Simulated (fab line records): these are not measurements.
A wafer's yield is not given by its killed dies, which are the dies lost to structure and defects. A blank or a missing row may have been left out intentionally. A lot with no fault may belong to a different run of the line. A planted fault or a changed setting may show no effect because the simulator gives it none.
Which tool is to blame? + flow gf180mcu + 42 wafers from 14 lots sampled at 4 of the route's 602 steps

== WHAT THE GAUGES SHOWED, per wafer ==
GF_PSD_OVL_MEAS_08.
| lot  | measured     | on         | PSD_OVL (nm)   |
|------|--------------|------------|----------------|
| L575 | day 14 13:06 | overlay-02 | 0.6 1.1 1.4    |
| L576 | day 14 16:15 | overlay-02 | 1.3 1.0 0.4    |
| L577 | day 14 21:10 | overlay-02 | 3.6 4.0 1.9    |
| L578 | day 15 11:42 | overlay-02 | -0.4 -1.3 -1.6 |
| L579 | day 15 18:30 | overlay-01 | 0.6 -0.1 2.1   |
| L581 | day 16 15:07 | overlay-01 | 1.6 -0.4 -0.5  |
| L582 | day 17 01:55 | overlay-01 | 0.7 0.1 1.0    |
| L590 | day 20 02:19 | overlay-01 | 0.6 1.9 -0.4   |
| L592 | day 20 15:08 | overlay-02 | 1.6 3.1 0.1    |
| L593 | day 20 20:15 | overlay-01 | 1.5 2.5 0.1    |
| L594 | day 21 06:19 | overlay-01 | 1.2 1.5 2.7    |
| L595 | day 21 09:54 | overlay-01 | 3.1 1.8 1.7    |
| L596 | day 21 18:23 | overlay-01 | -0.7 1.1 1.8   |
| L597 | day 22 04:58 | overlay-01 | -1.1 0.2 -0.2  |

GF_SAB_CD_MEAS_09 targets a cd of 420 nm.
| lot  | measured     | on       | cdNm (nm)         |
|------|--------------|----------|-------------------|
| L575 | day 15 10:44 | cdSem-01 | 418.7 417.6 416.2 |
| L576 | day 15 14:39 | cdSem-01 | 421.5 420.7 422.8 |
| L577 | day 15 18:55 | cdSem-02 | 418.4 418.7 420.4 |
| L578 | day 16 09:53 | cdSem-01 | 420.1 419.5 423.7 |
| L579 | day 16 17:30 | cdSem-01 | 419.5 423.2 421.6 |
| L581 | day 17 14:22 | cdSem-01 | 419.4 417.6 419.0 |
| L582 | day 18 01:19 | cdSem-02 | 420.8 421.2 420.7 |
| L590 | day 21 03:04 | cdSem-02 | 418.8 419.2 418.2 |
| L592 | day 21 16:07 | cdSem-01 | 421.2 421.1 422.5 |
| L593 | day 21 20:37 | cdSem-01 | 417.2 418.4 418.2 |
| L594 | day 22 06:55 | cdSem-01 | 416.0 416.6 419.7 |
| L595 | day 22 10:44 | cdSem-02 | 417.7 421.0 419.1 |
| L596 | day 22 18:47 | cdSem-01 | 419.3 422.8 419.3 |
| L597 | day 23 04:12 | cdSem-02 | 420.6 420.5 420.7 |

GF_CONTACT_RS_MEAS_25: measurement is done with a four-point probe.
| lot  | measured     | on           | CONTACT_W_RS (ohm/sq) |
|------|--------------|--------------|-----------------------|
| L575 | day 16 11:17 | filmMetro-02 | 0.377 0.380 0.381     |
| L576 | day 16 15:10 | filmMetro-04 | 0.381 0.380 0.374     |
| L577 | day 16 19:02 | filmMetro-04 | 0.384 0.381 0.385     |
| L578 | day 17 10:32 | filmMetro-04 | 0.381 0.377 0.381     |
| L579 | day 17 18:48 | filmMetro-03 | 0.382 0.379 0.380     |
| L581 | day 18 16:04 | filmMetro-04 | 0.383 0.382 0.382     |
| L582 | day 19 03:45 | filmMetro-04 | 0.377 0.381 0.379     |
| L590 | day 22 05:28 | filmMetro-04 | 0.376 0.382 0.375     |
| L592 | day 22 17:43 | filmMetro-03 | 0.380 0.378 0.382     |
| L593 | day 22 22:47 | filmMetro-04 | 0.383 0.382 0.376     |
| L594 | day 23 08:44 | filmMetro-02 | 0.381 0.386 0.385     |
| L595 | day 23 12:36 | filmMetro-03 | 0.381 0.380 0.379     |
| L596 | day 23 20:20 | filmMetro-04 | 0.380 0.381 0.379     |
| L597 | day 24 04:49 | filmMetro-04 | 0.383 0.383 0.381     |

== WHAT TOOL EACH LOT RAN ON (gives the tool, then ch and the chambers of the sampled wafers, and finally the start) ==
| lot  | GF_HV_LDD_STRIP_37                  |
|------|-------------------------------------|
| L575 | plasmaAsher-02 ch 0,1, day 11 22:17 |
| L576 | plasmaAsher-02 ch 0,1, day 12 00:55 |
| L577 | plasmaAsher-01 ch 0,1, day 12 06:09 |
| L578 | plasmaAsher-01 ch 0,1, day 12 18:45 |
| L579 | plasmaAsher-04 ch 0,1, day 13 00:35 |
| L581 | plasmaAsher-01 ch 1, day 13 18:52   |
| L582 | plasmaAsher-01 ch 0,1, day 14 04:38 |
| L590 | plasmaAsher-01 ch 0,1, day 17 00:03 |
| L592 | plasmaAsher-01 ch 0,1, day 17 11:55 |
| L593 | plasmaAsher-04 ch 0,1, day 17 17:31 |
| L594 | plasmaAsher-04 ch 0,1, day 18 02:41 |
| L595 | plasmaAsher-01 ch 0,1, day 18 06:24 |
| L596 | plasmaAsher-02 ch 0,1, day 18 14:38 |
| L597 | plasmaAsher-04 ch 0,1, day 19 01:08 |
- GF_HV_LDD_STRIP_37: strips in O2/N2.

== WHAT THE TOOLS THEMSELVES READ (means of the sampled wafers that have a number; where no wafer has one, the mark that the record gives instead) ==
GF_HV_LDD_STRIP_37.
| lot  | tool           | drypumpMotorCurrentA (A) | heaterPowerW (W) | oesProductAu (a.u.) | stripTimeToEndpointS (s) |
|------|----------------|--------------------------|------------------|---------------------|--------------------------|
| L575 | plasmaAsher-02 | 5.2                      | 318              | 0.718               | 12.65                    |
| L576 | plasmaAsher-02 | 5.2                      | 321              | 0.715               | 12.66                    |
| L577 | plasmaAsher-01 | 5.4                      | 383              | 0.714               | 12.63                    |
| L578 | plasmaAsher-01 | 5.4                      | 386              | 0.718               | 12.66                    |
| L579 | plasmaAsher-04 | 5.5                      | 317              | 0.719               | 12.62                    |
| L581 | plasmaAsher-01 | 5.3                      | 385              | 0.656               | 12.68                    |
| L582 | plasmaAsher-01 | 5.6                      | 370              | 0.696               | 12.61                    |
| L590 | plasmaAsher-01 | 5.5                      | 379              | 0.719               | 12.65                    |
| L592 | plasmaAsher-01 | 5.4                      | 378              | 0.712               | 12.60                    |
| L593 | plasmaAsher-04 | 5.8                      | 289              | 0.717               | 12.66                    |
| L594 | plasmaAsher-04 | 5.7                      | 288              | 0.717               | 12.58                    |
| L595 | plasmaAsher-01 | 5.4                      | 374              | 0.717               | 12.56                    |
| L596 | plasmaAsher-02 | 5.4                      | 332              | 0.714               | 12.59                    |
| L597 | plasmaAsher-04 | 5.8                      | 296              | 0.717               | 12.63                    |

== THE ANSWER, worked out from the rows above alone ==
Rule: usual is defined by the lots themselves. The widest of any qualifying gaps counts: lots, ordered by their means at a reading, are off when they make up no more than a third of the lots, leave a main group of 4 or more, and stand apart from it by 3 or more times the standard deviation of that group's means. A main group is skipped when, at the precision printed for the reading in the tables above, its means are all equal. A lot without any number at a reading at which 4 lots or more have one is off too. Where the step has rows for the other lots, those lots are counted as sound. Order of review: gauges by route order, followed by the tools' own readings, for which a lot's mean as printed above is used. The first step at which some lot is off is used, and at that step the reading that is off furthest; a lot without a number counts as furthest.
Off: L581, L582 (GF_HV_LDD_STRIP_37, oesProductAu). The main group has a mean of 0.716 a.u. with a standard deviation of 0.0021.
A tool fits if, at that step or a process step before it, it ran every lot that is off, and no sound lot after the first of them. Not one of the candidates tried fits.

== WHAT THE SIMULATOR PUT IN ==
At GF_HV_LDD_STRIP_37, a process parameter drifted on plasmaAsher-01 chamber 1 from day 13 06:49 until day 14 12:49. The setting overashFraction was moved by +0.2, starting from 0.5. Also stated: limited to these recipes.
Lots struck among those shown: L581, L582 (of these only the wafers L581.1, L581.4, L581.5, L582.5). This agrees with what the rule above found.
